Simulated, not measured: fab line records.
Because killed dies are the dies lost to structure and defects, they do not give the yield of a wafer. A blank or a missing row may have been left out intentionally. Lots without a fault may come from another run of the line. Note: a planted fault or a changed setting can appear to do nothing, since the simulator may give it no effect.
Which tool did it? | flow sfq_line | 14 lots, 42 wafers sampled, at 4 steps of a route of 325

== WHAT THE GAUGES READ, wafer by wafer ==
Not one reading of a measure or inspect step in the record can be checked against a usual standard deviation.

== EACH LOT AND THE TOOL THAT RAN IT (in order: tool; ch and the chambers of the sampled wafers; start) ==
lot  | SFQ_TRILAYER_I2_CMP_CMP_064   | SFQ_TRILAYER_M6_ETCH_METAL_ETCH_162 | SFQ_TRILAYER_I6_VIA_STRIP_STRIP_173 | SFQ_TRILAYER_I7_VIA_STRIP_STRIP_191
L507 | cmp-02 ch 0,2,3, day 31 00:54 | rie_metal-02 ch 0,1, day 69 20:30   | rie_metal-04 ch 0,1, day 74 08:46   | rie_metal-03 ch 0,1, day 79 00:20
L510 | cmp-02 ch 1,2, day 32 17:55   | rie_metal-02 ch 1, day 70 18:16     | rie_metal-03 ch 0,1, day 75 03:58   | rie_metal-02 ch 0,1, day 79 16:03
L511 | cmp-01 ch 1,2, day 33 02:48   | rie_metal-01 ch 1, day 70 22:55     | rie_metal-04 ch 0,1, day 75 10:26   | rie_metal-02 ch 0,1, day 79 20:51
L512 | cmp-02 ch 1,2, day 33 21:01   | rie_metal-04 ch 0,1, day 71 15:19   | rie_metal-03 ch 0,1, day 76 03:26   | rie_metal-02 ch 0,1, day 80 13:51
L513 | cmp-01 ch 0,1,2, day 34 03:40 | rie_metal-02 ch 0,1, day 72 00:09   | rie_metal-04 ch 0,1, day 76 14:02   | rie_metal-03 ch 0,1, day 81 01:39
L514 | cmp-01 ch 0,1,3, day 36 18:40 | rie_metal-01 ch 0,1, day 74 06:31   | rie_metal-04 ch 0,1, day 78 02:56   | rie_metal-02 ch 0,1, day 82 13:51
L515 | cmp-01 ch 0,1,2, day 36 23:10 | rie_metal-04 ch 0,1, day 74 15:09   | rie_metal-03 ch 0,1, day 78 09:56   | rie_metal-03 ch 0,1, day 82 19:56
L517 | cmp-01 ch 1,2,3, day 37 03:40 | rie_metal-01 ch 0,1, day 79 03:50   | rie_metal-03 ch 0,1, day 82 22:20   | rie_metal-01 ch 0,1, day 90 00:15
L518 | cmp-01 ch 1,2,3, day 37 10:10 | rie_metal-04 ch 0,1, day 79 06:14   | rie_metal-04 ch 0,1, day 82 23:32   | rie_metal-01 ch 0,1, day 90 08:19
L519 | cmp-02 ch 0,1,2, day 37 23:26 | rie_metal-01 ch 1, day 82 12:25     | rie_metal-03 ch 0,1, day 83 00:44   | rie_metal-03 ch 0,1, day 90 10:43
L524 | cmp-01 ch 1,2, day 40 17:17   | rie_metal-02 ch 1, day 83 19:47     | rie_metal-03 ch 0,1, day 84 06:03   | rie_metal-02 ch 0,1, day 91 14:11
L526 | cmp-01 ch 0,1,3, day 40 20:17 | rie_metal-01 ch 0,1, day 84 01:43   | rie_metal-03 ch 0,1, day 84 12:03   | rie_metal-02 ch 0,1, day 91 18:59
L525 | cmp-02 ch 0,2,3, day 40 20:41 | rie_metal-01 ch 0,1, day 83 22:07   | rie_metal-03 ch 1, day 84 09:03     | rie_metal-01 ch 0,1, day 91 15:23
L530 | cmp-02 ch 1,2,3, day 41 21:11 | rie_metal-02 ch 0,1, day 84 16:15   | rie_metal-04 ch 0, day 88 11:03     | rie_metal-02 ch 0,1, day 92 09:56
- SFQ_TRILAYER_I2_CMP_CMP_064: polishes SiO2.
- SFQ_TRILAYER_M6_ETCH_METAL_ETCH_162: etches Nb in Cl2/Ar, stops on SiO2, target depth 240 nm, time 120 s.
- SFQ_TRILAYER_I6_VIA_STRIP_STRIP_173: strips in O2.
- SFQ_TRILAYER_I7_VIA_STRIP_STRIP_191: strips in O2.

== WHAT THE TOOLS THEMSELVES READ (means of the sampled wafers that have a number; where no wafer has one, the mark that the record gives instead) ==
SFQ_TRILAYER_I2_CMP_CMP_064.
lot  | tool   | head_pressure_psi (psi) | motor_current_A (A) | time_to_endpoint_s (s)
L507 | cmp-02 | 2.997                   | 10.2                | 211
L510 | cmp-02 | 2.999                   | 11.1                | 206
L511 | cmp-01 | 2.996                   | 10.3                | 216
L512 | cmp-02 | 2.996                   | 10.9                | 205
L513 | cmp-01 | 2.999                   | 10.4                | 208
L514 | cmp-01 | 3.001                   | 10.4                | 215
L515 | cmp-01 | 3.000                   | 10.0                | 216
L517 | cmp-01 | 2.995                   | 9.8                 | 218
L518 | cmp-01 | 3.004                   | 10.4                | 209
L519 | cmp-02 | 2.997                   | 9.9                 | 219
L524 | cmp-01 | 2.867                   | 10.1                | 225
L526 | cmp-01 | 2.942                   | 10.1                | 211
L525 | cmp-02 | 3.004                   | 9.9                 | 214
L530 | cmp-02 | 2.993                   | 10.6                | 203

SFQ_TRILAYER_M6_ETCH_METAL_ETCH_162.
lot  | tool         | bias_w (W) | drypump_motor_current_A (A) | oes_product_au (a.u.)
L507 | rie_metal-02 | 80.08      | 5.7                         | 0.888
L510 | rie_metal-02 | 79.85      | 6.4                         | 0.890
L511 | rie_metal-01 | 80.05      | 5.4                         | 0.901
L512 | rie_metal-04 | 79.95      | 5.2                         | 0.888
L513 | rie_metal-02 | 80.19      | 6.1                         | 0.893
L514 | rie_metal-01 | 80.17      | 5.4                         | 0.880
L515 | rie_metal-04 | 79.99      | 5.2                         | 0.892
L517 | rie_metal-01 | 79.93      | 5.4                         | 0.889
L518 | rie_metal-04 | 79.88      | 5.2                         | 0.893
L519 | rie_metal-01 | 79.74      | 5.4                         | 0.890
L524 | rie_metal-02 | 79.88      | 6.5                         | 0.894
L526 | rie_metal-01 | 79.88      | 5.4                         | 0.892
L525 | rie_metal-01 | 80.10      | 5.4                         | 0.882
L530 | rie_metal-02 | 79.97      | 5.7                         | 0.903

SFQ_TRILAYER_I6_VIA_STRIP_STRIP_173.
lot  | tool         | drypump_motor_current_A (A) | oes_product_au (a.u.)
L507 | rie_metal-04 | 5.2                         | 0.997
L510 | rie_metal-03 | 5.6                         | 0.992
L511 | rie_metal-04 | 5.2                         | 0.998
L512 | rie_metal-03 | 5.7                         | 1.011
L513 | rie_metal-04 | 5.2                         | 1.005
L514 | rie_metal-04 | 5.2                         | 1.001
L515 | rie_metal-03 | 5.7                         | 1.010
L517 | rie_metal-03 | 5.7                         | 1.008
L518 | rie_metal-04 | 5.2                         | 1.000
L519 | rie_metal-03 | 5.6                         | 1.006
L524 | rie_metal-03 | 5.6                         | 0.996
L526 | rie_metal-03 | 5.6                         | 1.007
L525 | rie_metal-03 | 5.8                         | 1.001
L530 | rie_metal-04 | 5.3                         | 0.999

SFQ_TRILAYER_I7_VIA_STRIP_STRIP_191.
lot  | tool         | drypump_motor_current_A (A) | oes_product_au (a.u.)
L507 | rie_metal-03 | 5.7                         | 1.002
L510 | rie_metal-02 | 5.7                         | 0.996
L511 | rie_metal-02 | 6.1                         | 0.999
L512 | rie_metal-02 | 5.7                         | 1.003
L513 | rie_metal-03 | 5.7                         | 1.005
L514 | rie_metal-02 | 5.7                         | 1.002
L515 | rie_metal-03 | 5.6                         | 1.001
L517 | rie_metal-01 | 5.4                         | 1.002
L518 | rie_metal-01 | 5.4                         | 1.018
L519 | rie_metal-03 | 5.6                         | 1.002
L524 | rie_metal-02 | 6.0                         | 1.005
L526 | rie_metal-02 | 6.1                         | 1.003
L525 | rie_metal-01 | 5.4                         | 1.009
L530 | rie_metal-02 | 6.0                         | 1.006

== THE ANSWER, worked out from the rows above alone ==
Rule: the usual values come from the lots themselves. Put in order of their means at a reading, lots are off if they are a third of the lots or fewer, leave a main group of 4 or more, and stand apart from it by a gap of 3 or more times the standard deviation of the main group's means; of several such gaps the widest counts. The tables above print the reading to a certain number of digits; a main group whose means all agree to those digits is not used. A lot without any number at a reading at which 4 lots or more have one is off too. Where the step has rows for the other lots, those lots are counted as sound. The gauges are gone through in route order, then the tools' own readings, and for those a lot's mean is taken as printed above. At the first step where some lot is off, the reading lying furthest off is the one used; lots without a number count as furthest.
Off, at SFQ_TRILAYER_I2_CMP_CMP_064 on head_pressure_psi: L524, L526. The main group: mean 2.998 psi, standard deviation 0.0033.
A tool fits if, at that step or a process step before it, it ran every lot that is off, and no sound lot after the first of them. One candidate fits, namely cmp-01 at SFQ_TRILAYER_I2_CMP_CMP_064. Its last sound lot is L518 (day 37 10:10), its first lot that is off L524 (day 40 17:17): a fault that began between those two fits.
The tool's own readings at SFQ_TRILAYER_I2_CMP_CMP_064 bear it out: on the lots that are off they differ by more than 5 times the standard deviation of the sound lots' means. head_pressure_psi reads 2.905 psi there against 2.998 psi on the sound lots.

== WHAT HAD BEEN PUT IN BY THE SIMULATOR ==
cmp-01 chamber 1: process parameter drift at SFQ_TRILAYER_I2_CMP_CMP_064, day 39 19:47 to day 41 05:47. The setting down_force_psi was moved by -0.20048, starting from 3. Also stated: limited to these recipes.
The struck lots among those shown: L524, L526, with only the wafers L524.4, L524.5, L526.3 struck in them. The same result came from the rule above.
